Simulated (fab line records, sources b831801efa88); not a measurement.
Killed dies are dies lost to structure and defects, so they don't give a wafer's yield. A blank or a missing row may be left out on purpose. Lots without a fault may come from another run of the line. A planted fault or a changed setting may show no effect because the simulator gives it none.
Which tool did it? | flow gf180mcu | 14 lots, 42 wafers sampled, at 4 steps of a route of 602

WHAT THE GAUGES READ, wafer by wafer
GF_V1_RS_MEAS_24: measures by four-point-probe.
lot  | measured     | on            | V1_W_RS (ohm/sq)
L276 | day 18 23:22 | film_metro-01 | 0.333 0.329 0.335
L278 | day 19 15:17 | film_metro-01 | 0.332 0.330 0.332
L279 | day 19 23:19 | film_metro-01 | 0.329 0.329 0.326
L280 | day 20 05:50 | film_metro-03 | 0.331 0.336 0.331
L281 | day 20 16:17 | film_metro-03 | 0.332 0.331 0.329
L282 | day 21 06:43 | film_metro-01 | 0.328 0.325 0.325
L283 | day 21 15:01 | film_metro-03 | 0.325 0.329 0.326
L285 | day 22 07:20 | film_metro-03 | 0.329 0.326 0.325
L296 | day 26 01:25 | film_metro-01 | 0.326 0.328 0.332
L297 | day 26 03:41 | film_metro-04 | 0.324 0.328 0.329
L298 | day 26 11:34 | film_metro-04 | 0.331 0.333 0.332
L299 | day 26 15:47 | film_metro-01 | 0.327 0.330 0.325

WHICH TOOL RAN EACH LOT (tool, then ch and the chambers of the sampled wafers, then the start)
lot  | GF_DUAL_GATE_OXIDATION_15     | GF_SAB_STRIP_13                      | GF_V1_CVD_23
L276 | furnace-01 ch 0, day 8 18:50  | plasma_asher-02 ch 0,1, day 15 19:14 | cvd_w-02 ch 0,1, day 18 23:15
L278 | furnace-02 ch 0, day 9 05:58  | plasma_asher-02 ch 0,1, day 16 10:53 | cvd_w-02 ch 0,1, day 19 15:11
L279 | furnace-01 ch 0, day 9 12:35  | plasma_asher-03 ch 0,1, day 16 17:51 | cvd_w-01 ch 0,1, day 19 23:11
L280 | furnace-01 ch 0, day 9 17:03  | plasma_asher-02 ch 0,1, day 16 23:58 | cvd_w-01 ch 0,1, day 20 05:43
L281 | furnace-01 ch 0, day 10 02:46 | plasma_asher-01 ch 0, day 17 10:26   | cvd_w-01 ch 1, day 20 16:09
L282 | furnace-01 ch 0, day 10 11:17 | plasma_asher-01 ch 0,1, day 17 23:50 | cvd_w-01 ch 0,1, day 21 06:35
L283 | furnace-02 ch 0, day 10 18:13 | plasma_asher-01 ch 0,1, day 18 07:24 | cvd_w-01 ch 0,1, day 21 14:54
L285 | furnace-02 ch 0, day 11 06:45 | plasma_asher-03 ch 0,1, day 19 00:01 | cvd_w-01 ch 0, day 22 07:13
L288 | furnace-02, day 12 04:17      | -                                    | -
L289 | furnace-02, day 12 09:13      | -                                    | -
L296 | furnace-02 ch 0, day 14 15:20 | plasma_asher-02 ch 1, day 23 01:11   | cvd_w-02 ch 0,1, day 26 01:18
L297 | furnace-01 ch 0, day 14 19:08 | plasma_asher-03 ch 0, day 23 04:01   | cvd_w-01 ch 0,1, day 26 03:32
L298 | furnace-02 ch 0, day 15 00:50 | plasma_asher-03 ch 0,1, day 23 11:38 | cvd_w-02 ch 0,1, day 26 11:26
L299 | furnace-02 ch 0, day 15 09:11 | plasma_asher-02 ch 1, day 23 16:37   | cvd_w-01 ch 0,1, day 26 15:39
- GF_DUAL_GATE_OXIDATION_15: stabilise 600 s, purge 300 s, target thk 7.098 nm.
- GF_SAB_STRIP_13: strips in O2/N2.
- GF_V1_CVD_23: deposits W, target thk 350 nm, time 105.05 s.

WHAT THE TOOLS THEMSELVES READ (means of the sampled wafers that have a number; where no wafer has one, the mark that the record gives instead)
GF_DUAL_GATE_OXIDATION_15.
lot  | tool       | ox_temp_c (C) | ox_temp_c_max | zone_power_top_pct (%)
L276 | furnace-01 | 850.1         | 853.1         | 33.0
L278 | furnace-02 | 850.1         | 855.1         | 27.9
L279 | furnace-01 | 850.1         | 852.5         | 33.2
L280 | furnace-01 | 850.1         | 852.6         | 32.8
L281 | furnace-01 | 849.7         | 852.4         | 33.2
L282 | furnace-01 | 850.1         | 852.8         | 32.7
L283 | furnace-02 | 850.1         | 855.2         | 27.8
L285 | furnace-02 | 850.7         | 855.5         | 27.9
L288 | furnace-02 | -             | -             | -
L289 | furnace-02 | -             | -             | -
L296 | furnace-02 | 850.4         | 855.2         | 27.8
L297 | furnace-01 | 850.1         | 853.1         | 33.6
L298 | furnace-02 | 850.0         | 854.6         | 27.4
L299 | furnace-02 | 850.3         | 855.6         | 27.3

GF_SAB_STRIP_13.
lot  | tool            | drypump_motor_current_A (A) | heater_power_w (W) | oes_product_au (a.u.) | strip_time_to_endpoint_s (s)
L276 | plasma_asher-02 | 5.6                         | 351                | 0.710                 | 12.65
L278 | plasma_asher-02 | 5.9                         | 354                | 0.707                 | 12.61
L279 | plasma_asher-03 | 5.6                         | 296                | 0.710                 | 12.57
L280 | plasma_asher-02 | 5.9                         | 351                | 0.717                 | 12.62
L281 | plasma_asher-01 | 5.6                         | 390                | 0.708                 | 12.60
L282 | plasma_asher-01 | 5.5                         | 363                | 0.707                 | 12.62
L283 | plasma_asher-01 | 5.5                         | 372                | 0.708                 | 12.64
L285 | plasma_asher-03 | 5.6                         | 314                | 0.707                 | 12.57
L296 | plasma_asher-02 | 6.2                         | 378                | 0.712                 | 12.61
L297 | plasma_asher-03 | 5.7                         | 332                | 0.715                 | 12.53
L298 | plasma_asher-03 | 5.6                         | 318                | 0.708                 | 12.56
L299 | plasma_asher-02 | 6.2                         | 378                | 0.708                 | 12.60

GF_V1_CVD_23.
lot  | tool     | chamber_pressure_Torr (Torr) | heater_power_w (W) | susceptor_temp_C (C)
L276 | cvd_w-02 | 39.98                        | 1015               | 399.96
L278 | cvd_w-02 | 39.95                        | 1033               | 400.00
L279 | cvd_w-01 | 40.05                        | 802                | 400.02
L280 | cvd_w-01 | 40.03                        | 772                | 400.07
L281 | cvd_w-01 | 39.84                        | 811                | 400.19
L282 | cvd_w-01 | 39.99                        | 779                | 400.06
L283 | cvd_w-01 | 40.03                        | 813                | 399.99
L285 | cvd_w-01 | 39.94                        | 733                | 399.85
L296 | cvd_w-02 | 40.11                        | 1024               | 400.08
L297 | cvd_w-01 | 40.00                        | 773                | 400.06
L298 | cvd_w-02 | 39.93                        | 1024               | 399.83
L299 | cvd_w-01 | 39.99                        | 797                | 400.03

THE ANSWER, worked out from the rows above alone
Rule: what is usual is taken from the lots themselves. Put in order of their means at a reading, lots are off if they are a third of the lots or fewer, leave a main group of 4 or more, and stand apart from it by a gap of 3 or more times the standard deviation of the main group's means; of several such gaps the widest counts. A main group whose means are all the same, to the digits that the tables above print for the reading, isn't used. A lot without any number at a reading at which 4 lots or more have one is off too. The other lots that the step has rows for count as sound. The gauges are gone through in route order, then the tools' own readings, and for those a lot's mean is taken as printed above. The first step at which some lot is off is used, and at that step the reading that is off furthest; a lot without a number counts as furthest.
Off: L288, L289, at GF_DUAL_GATE_OXIDATION_15 (ox_temp_c). Without a number there: L288, L289. The main group: mean 850.1 C, standard deviation 0.23.
A tool fits if, at that step or a process step before it, it ran every lot that is off, and no sound lot after the first of them. None of those tried fits.

WHAT THE SIMULATOR HAD PUT IN
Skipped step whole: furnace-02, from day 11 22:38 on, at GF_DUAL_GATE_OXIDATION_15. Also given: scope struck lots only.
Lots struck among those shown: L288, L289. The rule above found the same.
